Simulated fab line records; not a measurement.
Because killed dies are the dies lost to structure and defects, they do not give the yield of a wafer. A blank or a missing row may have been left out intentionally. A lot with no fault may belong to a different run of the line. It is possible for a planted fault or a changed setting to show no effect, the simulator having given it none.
The tool behind it: which one? / flow gf180mcu / 21 wafers from 7 lots sampled at 3 of the route's 602 steps

== WHAT THE GAUGES SHOWED, per wafer ==
GF_M1_RS_MEAS_05: measurement is done with a four-point probe.
lot=L918; measured=day 17 03:57; on=film-metro-02; M1_ALCU_RS (ohm/sq)=0.0696 0.0715 0.0716
lot=L919; measured=day 17 15:32; on=film-metro-01; M1_ALCU_RS (ohm/sq)=0.0693 0.0691 0.0686
lot=L924; measured=day 19 01:22; on=film-metro-02; M1_ALCU_RS (ohm/sq)=0.0694 0.0701 0.0701
lot=L927; measured=day 20 00:43; on=film-metro-02; M1_ALCU_RS (ohm/sq)=0.0696 0.0696 0.0702
lot=L929; measured=day 20 13:58; on=film-metro-01; M1_ALCU_RS (ohm/sq)=0.0699 0.0706 0.0703
lot=L935; measured=day 22 20:02; on=film-metro-02; M1_ALCU_RS (ohm/sq)=0.0690 0.0682 0.0693
lot=L940; measured=day 24 05:07; on=film-metro-01; M1_ALCU_RS (ohm/sq)=0.0701 0.0689 0.0691

== EACH LOT AND THE TOOL THAT RAN IT (in order: tool; ch and the chambers of the sampled wafers; start) ==
lot=L918; GF_PSD_RTA_13=rtp-anneal-01 ch 0, day 15 05:13; GF_CONTACT_SPUTTER_23=pvd-sputter-02, day 17 03:05
lot=L919; GF_PSD_RTA_13=rtp-anneal-02 ch 0, day 15 16:10; GF_CONTACT_SPUTTER_23=pvd-sputter-03, day 17 14:33
lot=L924; GF_PSD_RTA_13=rtp-anneal-02 ch 0, day 16 23:34; GF_CONTACT_SPUTTER_23=pvd-sputter-03, day 19 00:32
lot=L927; GF_PSD_RTA_13=rtp-anneal-01 ch 0, day 17 20:22; GF_CONTACT_SPUTTER_23=pvd-sputter-03, day 19 23:46
lot=L929; GF_PSD_RTA_13=rtp-anneal-02 ch 0, day 18 10:34; GF_CONTACT_SPUTTER_23=pvd-sputter-03, day 20 13:08
lot=L935; GF_PSD_RTA_13=rtp-anneal-02 ch 0, day 20 17:28; GF_CONTACT_SPUTTER_23=pvd-sputter-04, day 22 19:01
lot=L940; GF_PSD_RTA_13=rtp-anneal-01 ch 0, day 22 03:45; GF_CONTACT_SPUTTER_23=pvd-sputter-03, day 24 04:15
- GF_PSD_RTA_13: time 20 s.
- GF_CONTACT_SPUTTER_23: material TiN, target thk 10 nm, time 40 s.

== THE ANSWER, worked out from the rows above alone ==
Rule: usual is defined by the lots themselves. The widest of any qualifying gaps counts: lots, ordered by their means at a reading, are off when they make up no more than a third of the lots, leave a main group of 4 or more, and stand apart from it by 3 or more times the standard deviation of that group's means. If all means in a main group match to the digits the tables above print for the reading, that group is not used. A lot without any number at a reading at which 4 lots or more have one is off too. Where the step has rows for the other lots, those lots are counted as sound.
No lot is off on any of the readings shown, so nothing can be concluded from this.

== WHAT HAD BEEN PUT IN BY THE SIMULATOR ==
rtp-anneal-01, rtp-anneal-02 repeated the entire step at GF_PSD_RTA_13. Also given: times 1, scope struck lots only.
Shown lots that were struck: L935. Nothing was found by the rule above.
